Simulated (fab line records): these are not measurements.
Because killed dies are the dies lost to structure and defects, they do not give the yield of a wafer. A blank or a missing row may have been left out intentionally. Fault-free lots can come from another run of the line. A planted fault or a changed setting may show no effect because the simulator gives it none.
Chamber matching | flow sky130 | cmp-02 running SKY_CONTACT_CMP_04: 4 sister chambers
The step polishes SiO2. 8 wafers are shown with their chamber, then 7 later ones without.

## WAFERS, EACH WITH ITS CHAMBER
wafer  | chamber | motor_current_A (A) | time_to_endpoint_s (s)
L856.1 | 1       | 11.7                | 84
L856.2 | 2       | 13.1                | 80
L856.6 | 0       | 11.2                | 75
L857.1 | 1       | 11.5                | 85
L857.2 | 0       | 10.5                | 75
L857.4 | 3       | 15.5                | 83
L858.3 | 2       | 13.8                | 81
L858.5 | 3       | 14.7                | 79

## WAFERS WITHOUT THEIR CHAMBER
wafer  | motor_current_A (A) | time_to_endpoint_s (s)
L858.6 | 13.9                | 77
L860.2 | 14.8                | 83
L860.3 | 13.3                | 77
L860.6 | 12.2                | 84
L859.3 | 10.5                | 77
L859.4 | 13.0                | 77
L859.6 | 15.0                | 80

## CHAMBER TAKEN BY EACH
wafer  | from the rows above     | in truth
L858.6 | can't be placed: 2 or 3 | 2
L860.2 | can't be placed: 3 or 2 | 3
L860.3 | 2                       | 2
L860.6 | 1                       | 1
L859.3 | 0                       | 0
L859.4 | 2                       | 2
L859.6 | 3                       | 3
Placed correctly: 5 of 7. From these rows, 2 cannot be placed; in 2 the true chamber is one of the candidates. Placed wrongly: 0.
How it was worked out, from the rows above alone: a wafer's distance from a chamber is the root of the sum, over the readings, of the square of ((its reading less the chamber's mean) divided by the reading's scatter). The wafer belongs to the nearest chamber; if the next one is less than 2 further off, it can't be placed. A chamber's mean is the mean of its shown wafers. The scatter is the square root of a quotient: the sum, over the shown wafers, of each reading's squared deviation from its chamber's mean, divided by wafers minus chambers.
